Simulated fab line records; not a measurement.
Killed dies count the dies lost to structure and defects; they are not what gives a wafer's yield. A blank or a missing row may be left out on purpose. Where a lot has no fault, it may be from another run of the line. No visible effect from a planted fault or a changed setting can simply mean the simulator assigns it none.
Struck lot and sound lot, side by side + flow sky130 + 17 out of 708 route steps
Sound: wafers L164.3, L164.4, L164.5. Struck: wafers L172.3, L172.4, L172.6. At the end, the cause is stated.
At each step with rows: each side's tool, then ch and its chambers, then its first start. Under that, the readings that differ: sound wafers + struck wafers + difference of the means + sigmas: that difference in standard deviations of wafers without a fault.
alike: readings with means less than 2 such deviations apart, plus words and numbers identical on both sides. not compared: withheld readings, readings lacking a value on some wafer, bounds such as >300 that could conceal the same value, and numbers that have no deviation in the record and whose values overlap.
The two part at a step that has a row with sigmas, a row that says differs or no value, or rows on one side only. When numbers do not overlap yet have no deviation, they are printed without sigmas and do not part them. Lack of a reading on every wafer of one side parts them only where that side has two or more wafers.

first, 1 step without rows for these wafers: SKY_LDD_N_IMPLANT_15.
SKY_LDD_N_STRIP_16: strips in O2/N2.
  sound on plasma_asher-04 ch 0,1, day 21 08:41; struck on plasma_asher-03 ch 0,1, day 23 23:47
  alike: chamber_pressure_mTorr, drypump_motor_current_A, n2_flow_sccm, oes_product_au, strip_time_to_endpoint_s
  not compared: rf_hours_counter_h
SKY_LDD_N_TW_MEAS_17:
  sound: film_metro-02 at day 21 08:47; struck: film_metro-02 at day 23 23:52
  alike: LDD_N_TW
then, 7 steps without rows for these wafers: SKY_LDD_P_DEHYDRATE_00 (time 60 s); SKY_LDD_P_HMDS_01 (prime time 60 s); SKY_LDD_P_COAT_02 (resist thk 1140 nm); SKY_LDD_P_SOFTBAKE_03 (time 60 s); SKY_LDD_P_EXPOSE_04 (exposes mask PSDM, target cd 380 nm); SKY_LDD_P_PEB_05; SKY_LDD_P_DEVELOP_06 (develop time 60 s).
SKY_LDD_P_CD_MEAS_07: the cd target is 380 nm.
  sound: cd_sem-01 at day 22 14:40; struck: cd_sem-01 at day 25 05:34
  alike: cd_nm
SKY_LDD_P_OVL_MEAS_08:
  sound: overlay-02 at day 22 14:45; struck: overlay-02 at day 25 05:39
  alike: LDD_P_OVL
SKY_LDD_P_IMPLANT_09:
  sound on implanter-02 ch 0, day 22 14:50; struck on implanter-02 ch 0, day 25 05:44
| reading            | sound                         | struck                        | difference | sigmas      |
|--------------------|-------------------------------|-------------------------------|------------|-------------|
| dose_ions_cm2      | 9.992e+12 9.989e+12 9.998e+12 | 6.339e+12 6.323e+12 6.345e+12 | -3.657e+12 | -99 or more |
| faraday_current_uA | 56.8 57.1 55.2                | 35.6 35.9 34.8                | -20.9      | -17         |
SKY_LDD_P_STRIP_10: strips in O2/N2.
  sound on plasma_asher-03 ch 0,1, day 22 14:58; struck on plasma_asher-04 ch 0,1, day 25 05:52
  alike: chamber_pressure_mTorr, drypump_motor_current_A, n2_flow_sccm, oes_product_au, strip_time_to_endpoint_s
  not compared: rf_hours_counter_h
SKY_LDD_P_TW_MEAS_11:
  sound: film_metro-04 at day 22 15:03; struck: film_metro-04 at day 25 05:57
| reading  | sound       | struck      | difference | sigmas |
|----------|-------------|-------------|------------|--------|
| LDD_P_TW | 642 642 642 | 563 559 557 | -82        | -14    |
then, 1 step without rows for these wafers: SKY_LDD_HVN_DEHYDRATE_00 (time 60 s).
-- record jumps: 25 days separate the struck wafers' starts on either side; left off in module LDD_HVN, taken up again in module PAD_OPEN, whose first shown step is the route's number 708 --
SKY_PAD_OPEN_PROBE_99:
  sound: prober-01 at day 48 04:11; struck: prober-01 at day 49 21:41
| reading                                | sound                   | struck                        | difference | sigmas |
|----------------------------------------|-------------------------|-------------------------------|------------|--------|
| model.etest.tip_p.rs_ohm_sq            | 6733 6841 6771          | 1.016e+04 1.023e+04 1.013e+04 | +3.392e+03 |        |
| model.etest.tip_p.rs_ohm_sq_range      | 192.2 207 182.1         | 359 335.3 278.6               | +131       |        |
| model.etest.pfet_01v8.vt_sat_v (V)     | -0.5338 -0.5689 -0.5679 | -0.6358 -0.6625 -0.6693       | -0.0990    |        |
| model.etest.pfet_01v8_hvt.vt_sat_v (V) | -0.7958 -0.8156 -0.8224 | -0.8435 -0.8647 -0.8677       | -0.0474    |        |
| model.etest.pfet_01v8.vt_v (V)         | -0.7633 -0.7761 -0.7774 | -0.8206 -0.8283 -0.8328       | -0.0550    |        |
| model.etest.pfet_01v8_hvt.vt_v (V)     | -0.8741 -0.8865 -0.8902 | -0.9098 -0.922 -0.92          | -0.0337    |        |
  alike: killed_at_M0_to_M3, killed_at_M4_up, killed_at_contacts, killed_at_front_end, killed_at_other, killed_dies, killed_open, killed_short

WHERE THEY PART
At SKY_LDD_P_IMPLANT_09 first; at SKY_LDD_P_TW_MEAS_11 last (within this record only). Later steps at which nothing parts them and some readings are alike: SKY_PAD_OPEN_PROBE_99.

WHY: the cause the simulator had injected
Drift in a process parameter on implanter-02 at SKY_LDD_P_IMPLANT_09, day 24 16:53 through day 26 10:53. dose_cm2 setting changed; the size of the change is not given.
